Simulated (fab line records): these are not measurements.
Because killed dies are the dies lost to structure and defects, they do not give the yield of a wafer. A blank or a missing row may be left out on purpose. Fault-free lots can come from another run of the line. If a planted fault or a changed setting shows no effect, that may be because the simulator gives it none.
fab line records :: flow sfq-line :: part 2 of 2: steps 26 to 34 of 34
record:
  lots: 5
  wafers: 15
  last-day: 80
route steps=325 shown M0@28 I0@43 M1@58
lots with no fault: from the same line, run without faults
start-h: hours from the record's opening day to when the first of the lot's shown wafers began :: wait-h: how many hours have passed since the lot's step before this one :: " same as the row above :: L1.1+2: one row covering several wafers at once :: - no value, or no start was given :: * or withheld: withheld :: < > ~ a bound
route shown NAME@n: names a module that has steps shown in the file, with the first one's number in the route :: usual: average and standard deviation across the fault-free wafers :: same: alike in all rows :: chamber/n: place in a boat :: sites: each site's reading :: _std_site: their standard deviation :: _edge_site: inner sites' mean taken away from outer sites' mean :: radius-mm: for every site, how far away it sits from the centre of the wafer :: mask NAME#n: copy n :: behind: the most recent tool/chamber to have shaped the wafer :: hold: why the lot went on hold/how many hours it stayed there/how the hold came to an end :: device: transistor that didn't switch, given as n, p or np :: end of line: tests run on the same wafers once the route is complete :: a step without rows: its recipe alone :: killed: at the first sort, the dies lost to defects and structure; wafer yield is something else :: map: the dies of a wafer, with x for killed, . for not killed, _ for no die there
set.NAME: the run value of the setting; set.NAME@STEP: its run value at that earlier step :: model.NAME: the simulator's own value behind a step, which no gauge read
lots seen at some steps along the route; tables by step, rows by wafer
services: the hour from which a tool's chamber was out of use, counted from the record's first day as start-h (under 0 if before that day), plus the number of hours and why
== steps ==
step: SFQ_TRILAYER_I0_VIA_BARC_OPEN_VIA_ETCH_046
recipe:
  mask-material: PR
  chemistry: O2
  target-depth-nm: 125
  target: BARC
  source-w: 500
  bias-w: 80
  pressure-mtorr: 30
  time-s: 41.7
usual:
  drypump-motor-current-A: 5.6/0.56
  oes-product-au: 0.685/0.0048
lot.wafer: L079.1
tool: rie-diel-03
chamber: 3
start-h: 449.69
wait-h: 0.0
drypump-motor-current-A: 6.2
oes-product-au: 0.680
rf-hours-counter-h: 3

lot.wafer: L079.3
tool: rie-diel-03
chamber: 0
start-h: 449.69
wait-h: 0.0
drypump-motor-current-A: 5.3
oes-product-au: 0.679
rf-hours-counter-h: 7

lot.wafer: L079.4
tool: rie-diel-03
chamber: 1
start-h: 449.69
wait-h: 0.0
drypump-motor-current-A: 6.4
oes-product-au: 0.685
rf-hours-counter-h: 5

lot.wafer: L082.1
tool: rie-diel-01
chamber: 3
start-h: 478.98
wait-h: 0.0
drypump-motor-current-A: 4.8
oes-product-au: 0.692
rf-hours-counter-h: 13

lot.wafer: L082.5
tool: rie-diel-01
chamber: 2
start-h: 478.98
wait-h: 0.0
drypump-motor-current-A: 5.5
oes-product-au: 0.684
rf-hours-counter-h: -

lot.wafer: L082.6
tool: rie-diel-01
chamber: 3
start-h: 478.98
wait-h: 0.0
drypump-motor-current-A: 4.8
oes-product-au: 0.684
rf-hours-counter-h: -

lot.wafer: L085.3
tool: rie-diel-01
chamber: 3
start-h: 505.38
wait-h: 0.0
drypump-motor-current-A: 4.8
oes-product-au: 0.691
rf-hours-counter-h: 14

lot.wafer: L085.5
tool: rie-diel-01
chamber: 3
start-h: 505.38
wait-h: 0.0
drypump-motor-current-A: 4.8
oes-product-au: 0.681
rf-hours-counter-h: -

lot.wafer: L085.6
tool: rie-diel-01
chamber: 0
start-h: 505.38
wait-h: 0.0
drypump-motor-current-A: 4.8
oes-product-au: 0.685
rf-hours-counter-h: -

lot.wafer: L088.2
tool: rie-diel-03
chamber: 2
start-h: 532.98
wait-h: 0.0
drypump-motor-current-A: 5.7
oes-product-au: 0.689
rf-hours-counter-h: 71

lot.wafer: L088.3
tool: rie-diel-03
chamber: 0
start-h: 532.98
wait-h: 0.0
drypump-motor-current-A: 5.3
oes-product-au: 0.679
rf-hours-counter-h: 9

lot.wafer: L088.5
tool: rie-diel-03
chamber: 2
start-h: 532.98
wait-h: 0.0
drypump-motor-current-A: 5.7
oes-product-au: 0.688
rf-hours-counter-h: -

lot.wafer: L091.2
tool: rie-diel-03
chamber: 3
start-h: 555.78
wait-h: 0.0
drypump-motor-current-A: 6.2
oes-product-au: 0.677
rf-hours-counter-h: 5

lot.wafer: L091.3
tool: rie-diel-03
chamber: 2
start-h: 555.78
wait-h: 0.0
drypump-motor-current-A: 5.7
oes-product-au: 0.682
rf-hours-counter-h: 71

lot.wafer: L091.6
tool: rie-diel-03
chamber: 2
start-h: 555.78
wait-h: 0.0
drypump-motor-current-A: 5.7
oes-product-au: 0.694
rf-hours-counter-h: -
step: SFQ_TRILAYER_I0_VIA_ETCH_VIA_ETCH_034
recipe:
  target: SiO2
  stop-on: Nb
  mask-material: PR
  taper-deg: 20
  chemistry: CHF3
  target-depth-nm: 260
  source-w: 500
  bias-w: 80
  pressure-mtorr: 30
  time-s: withheld
usual:
  drypump-motor-current-A: 5.6/0.56
  oes-product-au: 0.855/0.0052
lot.wafer: L079.1
tool: rie-diel-03
chamber: 3
start-h: 449.73
wait-h: 0.0
drypump-motor-current-A: 6.2
oes-product-au: 0.848

lot.wafer: L079.3
tool: rie-diel-03
chamber: 0
start-h: 449.73
wait-h: 0.0
drypump-motor-current-A: 5.3
oes-product-au: 0.863

lot.wafer: L079.4
tool: rie-diel-03
chamber: 1
start-h: 449.73
wait-h: 0.0
drypump-motor-current-A: 6.4
oes-product-au: 0.859

lot.wafer: L082.1
tool: rie-diel-01
chamber: 3
start-h: 479.02
wait-h: 0.0
drypump-motor-current-A: 4.8
oes-product-au: 0.852

lot.wafer: L082.5
tool: rie-diel-01
chamber: 2
start-h: 479.02
wait-h: 0.0
drypump-motor-current-A: 5.5
oes-product-au: 0.853

lot.wafer: L082.6
tool: rie-diel-01
chamber: 3
start-h: 479.02
wait-h: 0.0
drypump-motor-current-A: 4.8
oes-product-au: 0.847

lot.wafer: L085.3
tool: rie-diel-01
chamber: 3
start-h: 505.42
wait-h: 0.0
drypump-motor-current-A: 4.8
oes-product-au: 0.857

lot.wafer: L085.5
tool: rie-diel-01
chamber: 3
start-h: 505.42
wait-h: 0.0
drypump-motor-current-A: 4.8
oes-product-au: 0.867

lot.wafer: L085.6
tool: rie-diel-01
chamber: 0
start-h: 505.42
wait-h: 0.0
drypump-motor-current-A: 4.8
oes-product-au: 0.854

lot.wafer: L088.2
tool: rie-diel-03
chamber: 2
start-h: 533.02
wait-h: 0.0
drypump-motor-current-A: 5.7
oes-product-au: 0.859

lot.wafer: L088.3
tool: rie-diel-03
chamber: 0
start-h: 533.02
wait-h: 0.0
drypump-motor-current-A: 5.3
oes-product-au: 0.847

lot.wafer: L088.5
tool: rie-diel-03
chamber: 2
start-h: 533.02
wait-h: 0.0
drypump-motor-current-A: 5.7
oes-product-au: 0.849

lot.wafer: L091.2
tool: rie-diel-03
chamber: 3
start-h: 555.82
wait-h: 0.0
drypump-motor-current-A: 6.2
oes-product-au: 0.861

lot.wafer: L091.3
tool: rie-diel-03
chamber: 2
start-h: 555.82
wait-h: 0.0
drypump-motor-current-A: 5.7
oes-product-au: 0.850

lot.wafer: L091.6
tool: rie-diel-03
chamber: 2
start-h: 555.82
wait-h: 0.0
drypump-motor-current-A: 5.7
oes-product-au: 0.861
step: SFQ_TRILAYER_I0_VIA_STRIP_STRIP_035
recipe:
  gas: O2
  power-w: 200
  platen-temp-c: 40
  overash-fraction: 0.65
  chemistry: O2
  pressure-mtorr: 50
usual:
  drypump-motor-current-A: 5.79/0.27
  he-backside-leak-sccm: 3.58/0.21
  oes-product-au: 0.998/0.0086
lot.wafer: L079.1
tool: rie-metal-03
chamber: 0
start-h: 449.85
wait-h: -
drypump-motor-current-A: 5.74
he-backside-leak-sccm: 3.51
oes-product-au: 1.009
rf-hours-counter-h: 33

lot.wafer: L079.3
tool: rie-metal-03
chamber: 1
start-h: 449.85
wait-h: -
drypump-motor-current-A: 6.31
he-backside-leak-sccm: 3.53
oes-product-au: 1.003
rf-hours-counter-h: -

lot.wafer: L079.4
tool: rie-metal-03
chamber: 0
start-h: 449.85
wait-h: -
drypump-motor-current-A: 5.75
he-backside-leak-sccm: 3.58
oes-product-au: 1.009
rf-hours-counter-h: -

lot.wafer: L082.1
tool: rie-metal-01
chamber: 1
start-h: 479.14
wait-h: -
drypump-motor-current-A: 5.85
he-backside-leak-sccm: 3.78
oes-product-au: 1.006
rf-hours-counter-h: 53

lot.wafer: L082.5
tool: rie-metal-01
chamber: 1
start-h: 479.14
wait-h: -
drypump-motor-current-A: 5.84
he-backside-leak-sccm: 3.92
oes-product-au: 0.996
rf-hours-counter-h: -

lot.wafer: L082.6
tool: rie-metal-01
chamber: 0
start-h: 479.14
wait-h: -
drypump-motor-current-A: 5.70
he-backside-leak-sccm: 3.50
oes-product-au: 0.995
rf-hours-counter-h: -

lot.wafer: L085.3
tool: rie-metal-03
chamber: 1
start-h: 505.74
wait-h: -
drypump-motor-current-A: 6.29
he-backside-leak-sccm: 3.34
oes-product-au: 1.002
rf-hours-counter-h: -

lot.wafer: L085.5
tool: rie-metal-03
chamber: 0
start-h: 505.74
wait-h: -
drypump-motor-current-A: 5.73
he-backside-leak-sccm: 3.49
oes-product-au: 1.011
rf-hours-counter-h: -

lot.wafer: L085.6
tool: rie-metal-03
chamber: 1
start-h: 505.74
wait-h: -
drypump-motor-current-A: 6.32
he-backside-leak-sccm: 3.39
oes-product-au: 0.990
rf-hours-counter-h: -

lot.wafer: L088.2
tool: rie-metal-01
chamber: 0
start-h: 533.14
wait-h: -
drypump-motor-current-A: 5.71
he-backside-leak-sccm: 3.68
oes-product-au: 0.997
rf-hours-counter-h: 72

lot.wafer: L088.3
tool: rie-metal-01
chamber: 0
start-h: 533.14
wait-h: -
drypump-motor-current-A: 5.71
he-backside-leak-sccm: 3.55
oes-product-au: 1.000
rf-hours-counter-h: -

lot.wafer: L088.5
tool: rie-metal-01
chamber: 0
start-h: 533.14
wait-h: -
drypump-motor-current-A: 5.70
he-backside-leak-sccm: 3.55
oes-product-au: 1.004
rf-hours-counter-h: -

lot.wafer: L091.2
tool: rie-metal-01
chamber: 1
start-h: 555.94
wait-h: -
drypump-motor-current-A: 5.80
he-backside-leak-sccm: 3.65
oes-product-au: 1.000
rf-hours-counter-h: 66

lot.wafer: L091.3
tool: rie-metal-01
chamber: 1
start-h: 555.94
wait-h: -
drypump-motor-current-A: 5.81
he-backside-leak-sccm: 3.67
oes-product-au: 0.996
rf-hours-counter-h: -

lot.wafer: L091.6
tool: rie-metal-01
chamber: 0
start-h: 555.94
wait-h: -
drypump-motor-current-A: 5.70
he-backside-leak-sccm: 3.54
oes-product-au: 0.999
rf-hours-counter-h: -
step: SFQ_TRILAYER_I0_VIA_STRIP_SOLV_CLEAN_036
recipe:
  chemistry: NMP
  temp-c: 70
  time-s: 600
lot.wafer: L079.1+3+4
tool: wet-bench-02
chamber: 3,4,1
start-h: 450.45
wait-h: 0.4

lot.wafer: L082.1+5+6
tool: wet-bench-01
chamber: 2,0,5
start-h: 479.74
wait-h: 0.4

lot.wafer: L085.3+5+6
tool: wet-bench-02
chamber: 4,5,6
start-h: 506.14
wait-h: 0.2

lot.wafer: L088.2+3+5
tool: wet-bench-01
chamber: 5,4,2
start-h: 533.74
wait-h: 0.4

lot.wafer: L091.2+3+6
tool: wet-bench-01
chamber: 0,6,3
start-h: 556.54
wait-h: 0.4
step: SFQ_TRILAYER_M1_DEP_PRE_CLEAN_038
recipe:
  gas: Ar
  time-s: 22.5
  bias-v: 250
lot.wafer: L079.1+3+4
tool: pvd-sputter-05
chamber: -
start-h: 450.62
wait-h: 0.0

lot.wafer: L082.1+5+6
tool: pvd-sputter-05
chamber: -
start-h: 479.91
wait-h: 0.0

lot.wafer: L085.3+5+6
tool: pvd-sputter-03
chamber: -
start-h: 506.31
wait-h: 0.0

lot.wafer: L088.2+3+5
tool: pvd-sputter-05
chamber: -
start-h: 533.91
wait-h: 0.0

lot.wafer: L091.2+3+6
tool: pvd-sputter-04
chamber: -
start-h: 556.71
wait-h: 0.0
step: SFQ_TRILAYER_M1_DEP_SPUTTER_037
recipe:
  material: Nb
  base-pressure-pa: 1.33e-06
  chamber-pressure-pa: 0.1333
  substrate-temp-c: 20
  resputter-cathode-voltage-v: 400
  target-thk-nm: 200
  power-w: 2000
  time-s: 133.3
usual:
  resputter-cathode-voltage-v: 401/4
  throttle-valve-pct: 30.1/0.64
lot.wafer: L079.1
tool: pvd-sputter-05
chamber: -
start-h: 450.65
wait-h: 0.0
resputter-cathode-voltage-v: 400
throttle-valve-pct: 31.3

lot.wafer: L079.3
tool: pvd-sputter-05
chamber: -
start-h: 450.65
wait-h: 0.0
resputter-cathode-voltage-v: 402
throttle-valve-pct: 30.1

lot.wafer: L079.4
tool: pvd-sputter-05
chamber: -
start-h: 450.65
wait-h: 0.0
resputter-cathode-voltage-v: 393
throttle-valve-pct: 30.2

lot.wafer: L082.1
tool: pvd-sputter-05
chamber: -
start-h: 479.94
wait-h: 0.0
resputter-cathode-voltage-v: 395
throttle-valve-pct: 30.0

lot.wafer: L082.5
tool: pvd-sputter-05
chamber: -
start-h: 479.94
wait-h: 0.0
resputter-cathode-voltage-v: 411
throttle-valve-pct: 31.2

lot.wafer: L082.6
tool: pvd-sputter-05
chamber: -
start-h: 479.94
wait-h: 0.0
resputter-cathode-voltage-v: 403
throttle-valve-pct: 29.9

lot.wafer: L085.3
tool: pvd-sputter-03
chamber: -
start-h: 506.34
wait-h: 0.0
resputter-cathode-voltage-v: 400
throttle-valve-pct: 29.6

lot.wafer: L085.5
tool: pvd-sputter-03
chamber: -
start-h: 506.34
wait-h: 0.0
resputter-cathode-voltage-v: 401
throttle-valve-pct: 29.7

lot.wafer: L085.6
tool: pvd-sputter-03
chamber: -
start-h: 506.34
wait-h: 0.0
resputter-cathode-voltage-v: 393
throttle-valve-pct: 29.9

lot.wafer: L088.2
tool: pvd-sputter-05
chamber: -
start-h: 533.94
wait-h: 0.0
resputter-cathode-voltage-v: 395
throttle-valve-pct: 31.2

lot.wafer: L088.3
tool: pvd-sputter-05
chamber: -
start-h: 533.94
wait-h: 0.0
resputter-cathode-voltage-v: 392
throttle-valve-pct: 30.1

lot.wafer: L088.5
tool: pvd-sputter-05
chamber: -
start-h: 533.94
wait-h: 0.0
resputter-cathode-voltage-v: 398
throttle-valve-pct: 31.2

lot.wafer: L091.2
tool: pvd-sputter-04
chamber: -
start-h: 556.74
wait-h: 0.0
resputter-cathode-voltage-v: 407
throttle-valve-pct: 29.9

lot.wafer: L091.3
tool: pvd-sputter-04
chamber: -
start-h: 556.74
wait-h: 0.0
resputter-cathode-voltage-v: 403
throttle-valve-pct: 30.3

lot.wafer: L091.6
tool: pvd-sputter-04
chamber: -
start-h: 556.74
wait-h: 0.0
resputter-cathode-voltage-v: 407
throttle-valve-pct: 29.6
step: SFQ_M1_RS_MEAS_909
recipe:
  thk-meas-gauge: four-point-probe
  reads: Nb_of_TRILAYER_M1_DEP_SPUTTER_037
usual:
  M1_NB_RS: 0.889/0.0098
lot.wafer: L079.1
tool: film-metro-02
chamber: -
start-h: 450.74
wait-h: 0.0
M1_NB_RS[ohm/sq]: 0.904

lot.wafer: L079.3
tool: film-metro-02
chamber: -
start-h: 450.74
wait-h: 0.0
M1_NB_RS[ohm/sq]: 0.907

lot.wafer: L079.4
tool: film-metro-02
chamber: -
start-h: 450.74
wait-h: 0.0
M1_NB_RS[ohm/sq]: 0.900

lot.wafer: L082.1
tool: film-metro-01
chamber: -
start-h: 480.03
wait-h: 0.0
M1_NB_RS[ohm/sq]: 0.892

lot.wafer: L082.5
tool: film-metro-01
chamber: -
start-h: 480.03
wait-h: 0.0
M1_NB_RS[ohm/sq]: 0.882

lot.wafer: L082.6
tool: film-metro-01
chamber: -
start-h: 480.03
wait-h: 0.0
M1_NB_RS[ohm/sq]: 0.882

lot.wafer: L085.3
tool: film-metro-03
chamber: -
start-h: 506.47
wait-h: 0.1
M1_NB_RS[ohm/sq]: 0.886

lot.wafer: L085.5
tool: film-metro-03
chamber: -
start-h: 506.47
wait-h: 0.1
M1_NB_RS[ohm/sq]: 0.885

lot.wafer: L085.6
tool: film-metro-03
chamber: -
start-h: 506.47
wait-h: 0.1
M1_NB_RS[ohm/sq]: 0.888

lot.wafer: L088.2
tool: film-metro-01
chamber: -
start-h: 534.05
wait-h: 0.1
M1_NB_RS[ohm/sq]: 0.904

lot.wafer: L088.3
tool: film-metro-01
chamber: -
start-h: 534.05
wait-h: 0.1
M1_NB_RS[ohm/sq]: 0.892

lot.wafer: L088.5
tool: film-metro-01
chamber: -
start-h: 534.05
wait-h: 0.1
M1_NB_RS[ohm/sq]: 0.900

lot.wafer: L091.2
tool: film-metro-02
chamber: -
start-h: 556.85
wait-h: 0.1
M1_NB_RS[ohm/sq]: 0.876

lot.wafer: L091.3
tool: film-metro-02
chamber: -
start-h: 556.85
wait-h: 0.1
M1_NB_RS[ohm/sq]: 0.881

lot.wafer: L091.6
tool: film-metro-02
chamber: -
start-h: 556.85
wait-h: 0.1
M1_NB_RS[ohm/sq]: 0.877
step: SFQ_TRILAYER_M1_LITHO_COAT_044
recipe:
  resist: BARC
  spin-rpm: 3000
  resist-thk-nm: 62
usual:
  resist-line-temp-C: 23.01/0.089
lot.wafer: L079.1
tool: litho-track-03
chamber: 0
start-h: 450.92
wait-h: 0.1
resist-line-temp-C: 23.02

lot.wafer: L079.3
tool: litho-track-03
chamber: 0
start-h: 450.92
wait-h: 0.1
resist-line-temp-C: 23.12

lot.wafer: L079.4
tool: litho-track-03
chamber: 0
start-h: 450.92
wait-h: 0.1
resist-line-temp-C: 22.93

lot.wafer: L082.1
tool: litho-track-03
chamber: 0
start-h: 480.21
wait-h: 0.1
resist-line-temp-C: 22.96

lot.wafer: L082.5
tool: litho-track-03
chamber: 0
start-h: 480.21
wait-h: 0.1
resist-line-temp-C: 22.95

lot.wafer: L082.6
tool: litho-track-03
chamber: 0
start-h: 480.21
wait-h: 0.1
resist-line-temp-C: 23.05

lot.wafer: L085.3
tool: litho-track-01
chamber: 0
start-h: 506.71
wait-h: 0.1
resist-line-temp-C: 22.97

lot.wafer: L085.5
tool: litho-track-01
chamber: 0
start-h: 506.71
wait-h: 0.1
resist-line-temp-C: 22.97

lot.wafer: L085.6
tool: litho-track-01
chamber: 0
start-h: 506.71
wait-h: 0.1
resist-line-temp-C: 22.86

lot.wafer: L088.2
tool: litho-track-03
chamber: 0
start-h: 534.26
wait-h: 0.1
resist-line-temp-C: 22.87

lot.wafer: L088.3
tool: litho-track-03
chamber: 0
start-h: 534.26
wait-h: 0.1
resist-line-temp-C: 23.10

lot.wafer: L088.5
tool: litho-track-03
chamber: 0
start-h: 534.26
wait-h: 0.1
resist-line-temp-C: 22.99

lot.wafer: L091.2
tool: litho-track-01
chamber: 0
start-h: 557.06
wait-h: 0.1
resist-line-temp-C: 23.10

lot.wafer: L091.3
tool: litho-track-01
chamber: 0
start-h: 557.06
wait-h: 0.1
resist-line-temp-C: 22.90

lot.wafer: L091.6
tool: litho-track-01
chamber: 0
start-h: 557.06
wait-h: 0.1
resist-line-temp-C: 22.97
step: SFQ_TRILAYER_M1_LITHO_COAT_039
recipe:
  resist: KrF
  spin-rpm: 3000
  resist-thk-nm: 600
usual:
  resist-line-temp-C: 22.99/0.091
lot.wafer: L079.1
tool: litho-track-03
chamber: 0
start-h: 451.22
wait-h: 0.2
resist-line-temp-C: 22.93

lot.wafer: L079.3
tool: litho-track-03
chamber: 0
start-h: 451.22
wait-h: 0.2
resist-line-temp-C: 22.96

lot.wafer: L079.4
tool: litho-track-03
chamber: 0
start-h: 451.22
wait-h: 0.2
resist-line-temp-C: 22.97

lot.wafer: L082.1
tool: litho-track-03
chamber: 0
start-h: 480.51
wait-h: 0.2
resist-line-temp-C: 23.02

lot.wafer: L082.5
tool: litho-track-03
chamber: 0
start-h: 480.51
wait-h: 0.2
resist-line-temp-C: 22.89

lot.wafer: L082.6
tool: litho-track-03
chamber: 0
start-h: 480.51
wait-h: 0.2
resist-line-temp-C: 23.17

lot.wafer: L085.3
tool: litho-track-01
chamber: 0
start-h: 507.01
wait-h: 0.2
resist-line-temp-C: 23.05

lot.wafer: L085.5
tool: litho-track-01
chamber: 0
start-h: 507.01
wait-h: 0.2
resist-line-temp-C: 23.16

lot.wafer: L085.6
tool: litho-track-01
chamber: 0
start-h: 507.01
wait-h: 0.2
resist-line-temp-C: 23.14

lot.wafer: L088.2
tool: litho-track-03
chamber: 0
start-h: 534.56
wait-h: 0.2
resist-line-temp-C: 22.98

lot.wafer: L088.3
tool: litho-track-03
chamber: 0
start-h: 534.56
wait-h: 0.2
resist-line-temp-C: 22.87

lot.wafer: L088.5
tool: litho-track-03
chamber: 0
start-h: 534.56
wait-h: 0.2
resist-line-temp-C: 23.17

lot.wafer: L091.2
tool: litho-track-01
chamber: 0
start-h: 557.36
wait-h: 0.2
resist-line-temp-C: 23.05

lot.wafer: L091.3
tool: litho-track-01
chamber: 0
start-h: 557.36
wait-h: 0.2
resist-line-temp-C: 23.14

lot.wafer: L091.6
tool: litho-track-01
chamber: 0
start-h: 557.36
wait-h: 0.2
resist-line-temp-C: 23.17
== services ==
tool: krf-scanner-01
chamber: -
start-h: 194.55
hours: 1.7
kind: repair

tool: pvd-sputter-05
chamber: -
start-h: 217.91
hours: 3.3
kind: repair

tool: rie-metal-03
chamber: 0
start-h: 218.62
hours: 7.1
kind: repair

tool: rie-metal-03
chamber: -
start-h: 221.62
hours: 0.5
kind: repair

tool: krf-scanner-01
chamber: -
start-h: 239.50
hours: 1.0
kind: pm

tool: rie-diel-03
chamber: 0
start-h: 247.52
hours: 5.5
kind: repair

tool: krf-scanner-01
chamber: -
start-h: 264.50
hours: 1.3
kind: pm

tool: pvd-sputter-05
chamber: -
start-h: 271.58
hours: 3.3
kind: repair

tool: rie-diel-03
chamber: -
start-h: 288.19
hours: 0.4
kind: repair

tool: krf-scanner-01
chamber: -
start-h: 301.27
hours: 0.8
kind: pm

tool: krf-scanner-01
chamber: -
start-h: 332.09
hours: 0.3
kind: repair

tool: rie-metal-03
chamber: -
start-h: 332.40
hours: 2.8
kind: pm

tool: rie-metal-03
chamber: -
start-h: 335.15
hours: 1.4
kind: pm

tool: rie-metal-03
chamber: 1
start-h: 335.28
hours: 2.1
kind: repair

tool: rie-diel-03
chamber: 0
start-h: 348.64
hours: 4.6
kind: repair

tool: rie-metal-04
chamber: -
start-h: 366.05
hours: 0.5
kind: repair

tool: rie-metal-03
chamber: -
start-h: 375.93
hours: 0.9
kind: repair

tool: krf-scanner-01
chamber: -
start-h: 381.56
hours: 1.8
kind: repair

tool: rie-metal-03
chamber: -
start-h: 403.60
hours: 28.1
kind: pm

tool: krf-scanner-01
chamber: -
start-h: 405.11
hours: 2.0
kind: repair

tool: krf-scanner-01
chamber: -
start-h: 408.30
hours: 1.0
kind: pm

tool: pvd-sputter-05
chamber: -
start-h: 447.68
hours: 0.6
kind: repair

tool: rie-metal-03
chamber: -
start-h: 476.04
hours: 0.2
kind: repair

tool: pvd-sputter-05
chamber: -
start-h: 494.96
hours: 13.8
kind: repair
